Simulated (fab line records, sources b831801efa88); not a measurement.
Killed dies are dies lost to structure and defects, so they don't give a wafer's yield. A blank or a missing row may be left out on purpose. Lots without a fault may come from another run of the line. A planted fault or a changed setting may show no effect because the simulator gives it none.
Which tool did it? | flow gf180mcu | 24 lots, 72 wafers sampled, at 6 steps of a route of 602

WHAT THE GAUGES READ, wafer by wafer
GF_STI_THK_MEAS_30.
lot  | measured    | on            | STI_OXIDATION_02_THK (nm)
L074 | day 2 05:53 | film_metro-03 | 9.75 9.89 9.79
L075 | day 2 11:37 | film_metro-02 | 10.10 10.04 10.11
L076 | day 2 16:58 | film_metro-02 | 9.87 9.92 9.90
L077 | day 2 21:42 | film_metro-02 | 10.06 10.26 10.06
L078 | day 3 03:05 | film_metro-02 | 10.02 10.29 10.07
L079 | day 3 08:15 | film_metro-03 | 10.02 10.19 10.12
L080 | day 3 12:29 | film_metro-01 | 10.37 10.43 10.32
L081 | day 3 18:56 | film_metro-02 | 10.14 10.33 10.31
L082 | day 4 00:59 | film_metro-01 | 9.74 9.98 9.95
L083 | day 4 04:50 | film_metro-02 | 9.71 9.82 9.86
L084 | day 4 10:31 | film_metro-02 | 9.97 10.05 9.87
L085 | day 4 14:35 | film_metro-02 | 10.01 9.97 10.00
L086 | day 4 19:29 | film_metro-03 | 9.64 9.66 9.73
L087 | day 5 00:26 | film_metro-02 | 9.91 9.83 9.98
L088 | day 5 09:34 | film_metro-02 | 9.97 10.05 10.03
L089 | day 5 13:19 | film_metro-01 | 9.79 9.78 9.77
L090 | day 5 17:13 | film_metro-01 | 9.89 9.88 9.84
L091 | day 5 23:33 | film_metro-01 | 9.77 9.81 9.85
L092 | day 6 05:31 | film_metro-01 | 9.98 9.76 9.94
L093 | day 6 09:50 | film_metro-02 | 10.06 10.32 10.04
L094 | day 6 14:21 | film_metro-03 | 9.77 9.91 9.70
L095 | day 6 19:34 | film_metro-02 | 9.85 9.79 9.85
L096 | day 6 23:38 | film_metro-03 | 10.02 10.15 10.03
L097 | day 7 04:14 | film_metro-02 | 9.72 9.94 9.85

GF_M5_OVL_MEAS_08.
lot  | measured     | on         | M5_OVL (nm)
L074 | day 26 07:18 | overlay-01 | 2 0 2
L075 | day 26 13:52 | overlay-02 | -5 -4 2
L076 | day 26 22:46 | overlay-01 | 10 9 8
L077 | day 27 02:36 | overlay-02 | -8 1 -1
L078 | day 27 18:49 | overlay-01 | -1 -5 -6
L079 | day 27 19:30 | overlay-01 | 12 7 4
L080 | day 28 02:55 | overlay-02 | 6 2 7
L081 | day 28 16:33 | overlay-01 | -1 5 5
L082 | day 28 19:20 | overlay-02 | -6 -1 0
L083 | day 29 01:01 | overlay-02 | -2 11 5
L084 | day 29 08:41 | overlay-02 | -4 -4 -3
L085 | day 29 16:05 | overlay-01 | 7 2 0
L086 | day 30 04:51 | overlay-02 | -1 -2 0
L087 | day 30 05:30 | overlay-01 | 3 3 7
L088 | day 30 10:36 | overlay-02 | -4 -6 -3
L089 | day 31 07:51 | overlay-02 | -4 -3 -6
L090 | day 31 09:31 | overlay-01 | 0 6 7
L091 | day 31 19:54 | overlay-02 | 0 -8 -3
L092 | day 31 22:44 | overlay-02 | 2 -1 -2
L093 | day 32 07:21 | overlay-01 | 3 2 3
L094 | day 32 08:31 | overlay-02 | 9 11 1
L095 | day 32 15:22 | overlay-02 | -2 1 -4
L096 | day 32 18:21 | overlay-01 | -2 -1 -3
L097 | day 33 01:22 | overlay-01 | -7 -2 -4

GF_V5_CD_MEAS_14: target cd 260 nm.
lot  | measured     | on        | cd_nm (nm)
L074 | day 27 05:14 | cd_sem-02 | 259.0 258.4 259.6
L075 | day 27 11:37 | cd_sem-02 | 257.2 258.0 258.3
L076 | day 27 20:05 | cd_sem-01 | 259.2 259.2 257.5
L077 | day 27 23:43 | cd_sem-01 | 261.7 260.9 261.5
L078 | day 28 15:31 | cd_sem-01 | 258.9 258.2 257.7
L079 | day 28 16:42 | cd_sem-02 | 259.1 259.0 259.7
L080 | day 28 23:40 | cd_sem-01 | 259.0 259.9 261.3
L081 | day 29 13:11 | cd_sem-01 | 262.8 260.3 261.7
L082 | day 29 16:12 | cd_sem-01 | 262.1 262.4 261.3
L083 | day 29 21:32 | cd_sem-02 | 261.5 260.7 259.5
L084 | day 30 04:06 | cd_sem-01 | 259.3 260.4 260.1
L085 | day 30 12:12 | cd_sem-01 | 260.9 259.6 260.2
L086 | day 31 01:39 | cd_sem-01 | 258.3 258.1 258.3
L087 | day 31 01:47 | cd_sem-02 | 258.3 257.3 257.1
L088 | day 31 05:59 | cd_sem-01 | 263.4 263.1 263.1
L089 | day 32 02:15 | cd_sem-01 | 258.2 258.6 259.3
L090 | day 32 04:05 | cd_sem-02 | 258.5 259.0 258.2
L091 | day 32 13:56 | cd_sem-01 | 260.9 261.7 260.5
L092 | day 32 16:18 | cd_sem-02 | 258.0 257.3 258.2
L093 | day 33 00:25 | cd_sem-02 | 259.0 258.3 259.4
L094 | day 33 02:13 | cd_sem-01 | 260.7 258.9 259.8
L095 | day 33 08:27 | cd_sem-02 | 259.5 257.8 259.0
L096 | day 33 11:14 | cd_sem-02 | 258.3 259.4 259.8
L097 | day 33 18:21 | cd_sem-02 | 259.4 259.3 259.8

WHICH TOOL RAN EACH LOT (tool, then ch and the chambers of the sampled wafers, then the start)
lot  | GF_CONTACT_SPUTTER_23        | GF_V1_STRIP_18                       | GF_M2_SPUTTER_00
L074 | pvd_sputter-01, day 16 04:28 | plasma_asher-01 ch 1, day 18 03:28   | pvd_sputter-03, day 18 04:41
L075 | pvd_sputter-01, day 16 11:56 | plasma_asher-01 ch 0,1, day 18 11:32 | pvd_sputter-03, day 18 12:44
L076 | pvd_sputter-04, day 16 21:27 | plasma_asher-02 ch 0,1, day 18 21:48 | pvd_sputter-02, day 18 23:02
L077 | pvd_sputter-03, day 17 03:04 | plasma_asher-02 ch 0,1, day 19 03:20 | pvd_sputter-02, day 19 04:41
L078 | pvd_sputter-03, day 17 19:54 | plasma_asher-01 ch 0,1, day 19 22:30 | pvd_sputter-04, day 19 23:44
L079 | pvd_sputter-04, day 17 20:05 | plasma_asher-02 ch 0,1, day 19 22:40 | pvd_sputter-02, day 19 23:53
L080 | pvd_sputter-04, day 18 08:20 | plasma_asher-01 ch 0,1, day 20 10:38 | pvd_sputter-03, day 20 11:51
L081 | pvd_sputter-04, day 18 18:19 | plasma_asher-03 ch 0,1, day 20 20:57 | pvd_sputter-04, day 20 22:16
L082 | pvd_sputter-01, day 19 01:14 | plasma_asher-02 ch 0,1, day 21 04:00 | pvd_sputter-02, day 21 05:41
L083 | pvd_sputter-01, day 19 10:44 | plasma_asher-02 ch 0,1, day 21 12:16 | pvd_sputter-02, day 21 13:40
L084 | pvd_sputter-04, day 19 16:59 | plasma_asher-03 ch 0,1, day 21 19:22 | pvd_sputter-04, day 21 20:36
L085 | pvd_sputter-03, day 20 02:42 | plasma_asher-02 ch 0, day 22 04:09   | pvd_sputter-03, day 22 05:23
L086 | pvd_sputter-01, day 20 13:56 | plasma_asher-02 ch 0,1, day 22 15:40 | pvd_sputter-04, day 22 16:55
L087 | pvd_sputter-01, day 20 20:19 | plasma_asher-02 ch 0,1, day 22 22:57 | pvd_sputter-04, day 23 00:11
L088 | pvd_sputter-04, day 21 05:28 | plasma_asher-01 ch 0,1, day 23 06:40 | pvd_sputter-03, day 23 07:53
L089 | pvd_sputter-03, day 22 05:11 | plasma_asher-01 ch 0,1, day 24 05:34 | pvd_sputter-04, day 24 06:45
L090 | pvd_sputter-04, day 22 06:55 | plasma_asher-03 ch 0,1, day 24 06:51 | pvd_sputter-04, day 24 08:02
L091 | pvd_sputter-04, day 22 21:45 | plasma_asher-02 ch 0,1, day 24 21:57 | pvd_sputter-03, day 24 23:11
L092 | pvd_sputter-01, day 22 23:32 | plasma_asher-03 ch 0,1, day 24 22:07 | pvd_sputter-03, day 24 23:47
L093 | pvd_sputter-03, day 23 14:47 | plasma_asher-01 ch 0,1, day 25 12:55 | pvd_sputter-02, day 25 14:08
L094 | pvd_sputter-03, day 23 16:11 | plasma_asher-03 ch 1, day 25 14:28   | pvd_sputter-02, day 25 15:41
L095 | pvd_sputter-03, day 24 01:16 | plasma_asher-01 ch 0,1, day 25 22:03 | pvd_sputter-03, day 25 23:19
L096 | pvd_sputter-01, day 24 02:38 | plasma_asher-03 ch 0,1, day 26 00:53 | pvd_sputter-04, day 26 02:07
L097 | pvd_sputter-01, day 24 15:26 | plasma_asher-02 ch 0,1, day 26 12:42 | pvd_sputter-03, day 26 13:56
- GF_CONTACT_SPUTTER_23: material TiN, target thk 10 nm, time 40 s.
- GF_V1_STRIP_18: strips in O2/N2.
- GF_M2_SPUTTER_00: material Ti, target thk 37.5 nm, time 150 s.

WHAT THE TOOLS THEMSELVES READ (means of the sampled wafers that have a number; where no wafer has one, the mark that the record gives instead)
GF_CONTACT_SPUTTER_23.
lot  | tool           | chamber_pressure_pa (Pa) | throttle_valve_pct (%)
L074 | pvd_sputter-01 | 4.997                    | 30.4
L075 | pvd_sputter-01 | 5.005                    | 30.5
L076 | pvd_sputter-04 | 4.995                    | 30.2
L077 | pvd_sputter-03 | 5.005                    | 30.0
L078 | pvd_sputter-03 | 5.003                    | 29.9
L079 | pvd_sputter-04 | 5.000                    | 30.1
L080 | pvd_sputter-04 | 5.001                    | 30.3
L081 | pvd_sputter-04 | 5.000                    | 30.4
L082 | pvd_sputter-01 | 5.000                    | 30.6
L083 | pvd_sputter-01 | 5.007                    | 30.9
L084 | pvd_sputter-04 | 4.996                    | 30.2
L085 | pvd_sputter-03 | 5.001                    | 29.7
L086 | pvd_sputter-01 | 4.994                    | 30.5
L087 | pvd_sputter-01 | 4.996                    | 30.5
L088 | pvd_sputter-04 | 4.996                    | 30.5
L089 | pvd_sputter-03 | 5.005                    | 30.1
L090 | pvd_sputter-04 | 5.007                    | 30.0
L091 | pvd_sputter-04 | 5.005                    | 29.9
L092 | pvd_sputter-01 | 4.992                    | 30.0
L093 | pvd_sputter-03 | 5.006                    | 30.0
L094 | pvd_sputter-03 | 4.995                    | 30.6
L095 | pvd_sputter-03 | 5.005                    | 30.0
L096 | pvd_sputter-01 | 5.003                    | 30.4
L097 | pvd_sputter-01 | 4.995                    | 30.1

GF_V1_STRIP_18.
lot  | tool            | drypump_motor_current_A (A) | heater_power_w (W) | oes_product_au (a.u.) | platen_temp_c (C)
L074 | plasma_asher-01 | 5.4                         | 364                | 0.592                 | 249.85
L075 | plasma_asher-01 | 5.7                         | 322                | 0.591                 | 250.13
L076 | plasma_asher-02 | 6.2                         | 338                | 0.594                 | 250.11
L077 | plasma_asher-02 | 6.2                         | 325                | 0.590                 | 249.84
L078 | plasma_asher-01 | 5.7                         | 316                | 0.594                 | 249.96
L079 | plasma_asher-02 | 6.2                         | 325                | 0.593                 | 249.81
L080 | plasma_asher-01 | 5.5                         | 344                | 0.591                 | 250.01
L081 | plasma_asher-03 | 6.2                         | 370                | 0.592                 | 249.80
L082 | plasma_asher-02 | 6.3                         | 337                | 0.587                 | 249.98
L083 | plasma_asher-02 | 6.2                         | 339                | 0.588                 | 249.95
L084 | plasma_asher-03 | 5.9                         | 352                | 0.589                 | 250.09
L085 | plasma_asher-02 | 6.3                         | 342                | 0.595                 | 249.85
L086 | plasma_asher-02 | 6.1                         | 334                | 0.598                 | 250.15
L087 | plasma_asher-02 | 6.2                         | 338                | 0.589                 | 249.96
L088 | plasma_asher-01 | 5.6                         | 346                | 0.592                 | 250.00
L089 | plasma_asher-01 | 5.7                         | 316                | 0.591                 | 250.12
L090 | plasma_asher-03 | 6.2                         | 369                | 0.589                 | 250.03
L091 | plasma_asher-02 | 6.2                         | 336                | 0.592                 | 250.09
L092 | plasma_asher-03 | 6.1                         | 363                | 0.588                 | 250.03
L093 | plasma_asher-01 | 5.7                         | 325                | 0.592                 | 249.94
L094 | plasma_asher-03 | 6.3                         | 386                | 0.591                 | 249.89
L095 | plasma_asher-01 | 5.7                         | 323                | 0.594                 | 249.95
L096 | plasma_asher-03 | 6.0                         | 351                | 0.589                 | 249.96
L097 | plasma_asher-02 | 6.2                         | 335                | 0.592                 | 249.92

GF_M2_SPUTTER_00.
lot  | tool           | chamber_pressure_pa (Pa) | throttle_valve_pct (%)
L074 | pvd_sputter-03 | 2.000                    | 30.3
L075 | pvd_sputter-03 | 1.994                    | 29.6
L076 | pvd_sputter-02 | 1.997                    | 30.6
L077 | pvd_sputter-02 | 2.001                    | 30.6
L078 | pvd_sputter-04 | 1.999                    | 30.3
L079 | pvd_sputter-02 | 2.001                    | 29.4
L080 | pvd_sputter-03 | 1.999                    | 30.1
L081 | pvd_sputter-04 | 1.997                    | 29.4
L082 | pvd_sputter-02 | 1.997                    | 29.6
L083 | pvd_sputter-02 | 2.000                    | 31.0
L084 | pvd_sputter-04 | 2.000                    | 30.3
L085 | pvd_sputter-03 | 1.999                    | 30.0
L086 | pvd_sputter-04 | 2.002                    | 30.4
L087 | pvd_sputter-04 | 1.998                    | 30.1
L088 | pvd_sputter-03 | 1.998                    | 29.4
L089 | pvd_sputter-04 | 2.001                    | 29.6
L090 | pvd_sputter-04 | 2.001                    | 29.8
L091 | pvd_sputter-03 | 2.003                    | 29.6
L092 | pvd_sputter-03 | 1.998                    | 29.7
L093 | pvd_sputter-02 | 1.996                    | 28.2
L094 | pvd_sputter-02 | 1.999                    | 29.1
L095 | pvd_sputter-03 | 2.000                    | 30.2
L096 | pvd_sputter-04 | 2.002                    | 29.8
L097 | pvd_sputter-03 | 1.998                    | 30.2

THE ANSWER, worked out from the rows above alone
Rule: what is usual is taken from the lots themselves. Put in order of their means at a reading, lots are off if they are a third of the lots or fewer, leave a main group of 4 or more, and stand apart from it by a gap of 3 or more times the standard deviation of the main group's means; of several such gaps the widest counts. A main group whose means are all the same, to the digits that the tables above print for the reading, isn't used. A lot without any number at a reading at which 4 lots or more have one is off too. The other lots that the step has rows for count as sound. The gauges are gone through in route order, then the tools' own readings, and for those a lot's mean is taken as printed above. The first step at which some lot is off is used, and at that step the reading that is off furthest; a lot without a number counts as furthest.
No lot is off at any reading shown: from this, nothing can be told.

WHAT THE SIMULATOR HAD PUT IN
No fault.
